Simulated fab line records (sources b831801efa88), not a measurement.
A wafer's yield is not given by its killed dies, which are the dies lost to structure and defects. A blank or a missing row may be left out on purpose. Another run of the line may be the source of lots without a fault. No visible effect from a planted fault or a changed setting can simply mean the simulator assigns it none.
What tool caused it? / flow sfq-line / 15 lots with 45 wafers sampled at 2 steps, on a route of 325 steps

== WHAT EACH GAUGE READ, for each wafer ==
SFQ_I0_BOW_MEAS_907. Usual: I0_BOW gives 1 um (standard deviation 6.5).
lot=L701; measured=day 12 12:22; on=film-metro-01; I0_BOW (um)=7 7 8; flag=
lot=L702; measured=day 13 07:39; on=film-metro-01; I0_BOW (um)=6 -4 6; flag=
lot=L703; measured=day 13 13:39; on=film-metro-02; I0_BOW (um)=1 2 4; flag=
lot=L705; measured=day 14 03:23; on=film-metro-04; I0_BOW (um)=-4 -3 3; flag=
lot=L706; measured=day 14 13:53; on=film-metro-04; I0_BOW (um)=3 7 2; flag=
lot=L707; measured=day 15 03:53; on=film-metro-02; I0_BOW (um)=-1 -14 6; flag=
lot=L708; measured=day 15 13:30; on=film-metro-04; I0_BOW (um)=-11 -13 -5; flag=
lot=L716; measured=day 18 06:24; on=film-metro-04; I0_BOW (um)=1 -4 -11; flag=
lot=L717; measured=day 18 12:24; on=film-metro-04; I0_BOW (um)=-1 -14 -9; flag=
lot=L718; measured=day 18 21:26; on=film-metro-01; I0_BOW (um)=4 -1 13; flag=
lot=L719; measured=day 19 04:07; on=film-metro-01; I0_BOW (um)=-1 -1 -2; flag=
lot=L720; measured=day 19 17:54; on=film-metro-04; I0_BOW (um)=-10 0 -11; flag=
lot=L721; measured=day 20 05:54; on=film-metro-01; I0_BOW (um)=0 13 -1; flag=
lot=L722; measured=day 20 18:49; on=film-metro-02; I0_BOW (um)=-6 -12 -3; flag=
lot=L723; measured=day 21 15:15; on=film-metro-04; I0_BOW (um)=0 -6 7; flag=

== WHAT TOOL EACH LOT RAN ON (gives the tool, then ch and the chambers of the sampled wafers, and finally the start) ==
lot=L701; SFQ_TRILAYER_M0_BARC_OPEN_METAL_ETCH_031=rie-metal-02 ch 0,1, day 12 03:54
lot=L702; SFQ_TRILAYER_M0_BARC_OPEN_METAL_ETCH_031=rie-metal-02 ch 0,1, day 12 22:02
lot=L703; SFQ_TRILAYER_M0_BARC_OPEN_METAL_ETCH_031=rie-metal-01 ch 0,1, day 13 04:02
lot=L705; SFQ_TRILAYER_M0_BARC_OPEN_METAL_ETCH_031=rie-metal-01 ch 0,1, day 13 16:53
lot=L706; SFQ_TRILAYER_M0_BARC_OPEN_METAL_ETCH_031=rie-metal-02 ch 0,1, day 14 08:35
lot=L707; SFQ_TRILAYER_M0_BARC_OPEN_METAL_ETCH_031=rie-metal-02 ch 0,1, day 14 23:49
lot=L708; SFQ_TRILAYER_M0_BARC_OPEN_METAL_ETCH_031=rie-metal-02 ch 0, day 15 09:25
lot=L716; SFQ_TRILAYER_M0_BARC_OPEN_METAL_ETCH_031=rie-metal-03 ch 0,1, day 18 02:21
lot=L717; SFQ_TRILAYER_M0_BARC_OPEN_METAL_ETCH_031=rie-metal-03 ch 0,1, day 18 08:21
lot=L718; SFQ_TRILAYER_M0_BARC_OPEN_METAL_ETCH_031=rie-metal-02 ch 0,1, day 18 16:46
lot=L719; SFQ_TRILAYER_M0_BARC_OPEN_METAL_ETCH_031=rie-metal-01 ch 0,1, day 19 00:04
lot=L720; SFQ_TRILAYER_M0_BARC_OPEN_METAL_ETCH_031=rie-metal-02 ch 0,1, day 19 13:17
lot=L721; SFQ_TRILAYER_M0_BARC_OPEN_METAL_ETCH_031=rie-metal-02 ch 0,1, day 19 22:53
lot=L722; SFQ_TRILAYER_M0_BARC_OPEN_METAL_ETCH_031=rie-metal-01 ch 0,1, day 20 14:37
lot=L723; SFQ_TRILAYER_M0_BARC_OPEN_METAL_ETCH_031=rie-metal-02 ch 0,1, day 21 05:08
- SFQ_TRILAYER_M0_BARC_OPEN_METAL_ETCH_031: etches BARC in O2, target depth 125 nm, time 41.7 s.

== WHAT THE TOOLS THEMSELVES READ (means of the sampled wafers that have a number; where no wafer has one, the mark that the record gives instead) ==
SFQ_TRILAYER_M0_BARC_OPEN_METAL_ETCH_031. Usual: bias-w 80.00 W, standard deviation 0.24; chamber-pressure-mTorr 10.000 mTorr, standard deviation 0.0092; drypump-motor-current-A 5.7 A, standard deviation 0.42; oes-product-au 0.685 a.u., standard deviation 0.0044.
lot=L701; tool=rie-metal-02; bias-w (W)=80.00; chamber-pressure-mTorr (mTorr)=10.001; drypump-motor-current-A (A)=6.1; oes-product-au (a.u.)=0.681; flag=
lot=L702; tool=rie-metal-02; bias-w (W)=80.12; chamber-pressure-mTorr (mTorr)=9.994; drypump-motor-current-A (A)=6.0; oes-product-au (a.u.)=0.686; flag=
lot=L703; tool=rie-metal-01; bias-w (W)=80.10; chamber-pressure-mTorr (mTorr)=9.998; drypump-motor-current-A (A)=5.8; oes-product-au (a.u.)=0.684; flag=
lot=L705; tool=rie-metal-01; bias-w (W)=80.02; chamber-pressure-mTorr (mTorr)=10.001; drypump-motor-current-A (A)=5.8; oes-product-au (a.u.)=0.689; flag=
lot=L706; tool=rie-metal-02; bias-w (W)=79.97; chamber-pressure-mTorr (mTorr)=10.001; drypump-motor-current-A (A)=5.8; oes-product-au (a.u.)=0.683; flag=
lot=L707; tool=rie-metal-02; bias-w (W)=79.82; chamber-pressure-mTorr (mTorr)=9.996; drypump-motor-current-A (A)=6.0; oes-product-au (a.u.)=0.684; flag=
lot=L708; tool=rie-metal-02; bias-w (W)=79.92; chamber-pressure-mTorr (mTorr)=9.999; drypump-motor-current-A (A)=5.5; oes-product-au (a.u.)=0.683; flag=
lot=L716; tool=rie-metal-03; bias-w (W)=79.90; chamber-pressure-mTorr (mTorr)=9.998; drypump-motor-current-A (A)=5.7; oes-product-au (a.u.)=0.689; flag=
lot=L717; tool=rie-metal-03; bias-w (W)=79.96; chamber-pressure-mTorr (mTorr)=10.003; drypump-motor-current-A (A)=5.7; oes-product-au (a.u.)=0.688; flag=
lot=L718; tool=rie-metal-02; bias-w (W)=80.04; chamber-pressure-mTorr (mTorr)=9.994; drypump-motor-current-A (A)=6.1; oes-product-au (a.u.)=0.682; flag=
lot=L719; tool=rie-metal-01; bias-w (W)=80.21; chamber-pressure-mTorr (mTorr)=10.008; drypump-motor-current-A (A)=5.8; oes-product-au (a.u.)=0.690; flag=
lot=L720; tool=rie-metal-02; bias-w (W)=80.08; chamber-pressure-mTorr (mTorr)=10.010; drypump-motor-current-A (A)=5.8; oes-product-au (a.u.)=0.687; flag=
lot=L721; tool=rie-metal-02; bias-w (W)=79.89; chamber-pressure-mTorr (mTorr)=9.995; drypump-motor-current-A (A)=5.8; oes-product-au (a.u.)=0.688; flag=
lot=L722; tool=rie-metal-01; bias-w (W)=79.91; chamber-pressure-mTorr (mTorr)=9.997; drypump-motor-current-A (A)=5.8; oes-product-au (a.u.)=0.683; flag=
lot=L723; tool=rie-metal-02; bias-w (W)=79.97; chamber-pressure-mTorr (mTorr)=9.996; drypump-motor-current-A (A)=6.0; oes-product-au (a.u.)=0.686; flag=

== THE ANSWER, worked out from the rows above alone ==
Rule: a lot counts as off when the mean over its wafers that have a number is more than 3 standard deviations away from the usual mean. A lot without any number at a reading at which 4 lots or more have one is off too. Where the step has rows for the other lots, those lots are counted as sound. First the gauges in route order, then the tools' own readings, where a lot's mean is used as printed above. The first step at which some lot is off is used, and at that step the reading that is off furthest; a lot without a number counts as furthest.
None of the lots is off at any reading shown; this tells nothing.

== WHAT WAS PUT IN BY THE SIMULATOR ==
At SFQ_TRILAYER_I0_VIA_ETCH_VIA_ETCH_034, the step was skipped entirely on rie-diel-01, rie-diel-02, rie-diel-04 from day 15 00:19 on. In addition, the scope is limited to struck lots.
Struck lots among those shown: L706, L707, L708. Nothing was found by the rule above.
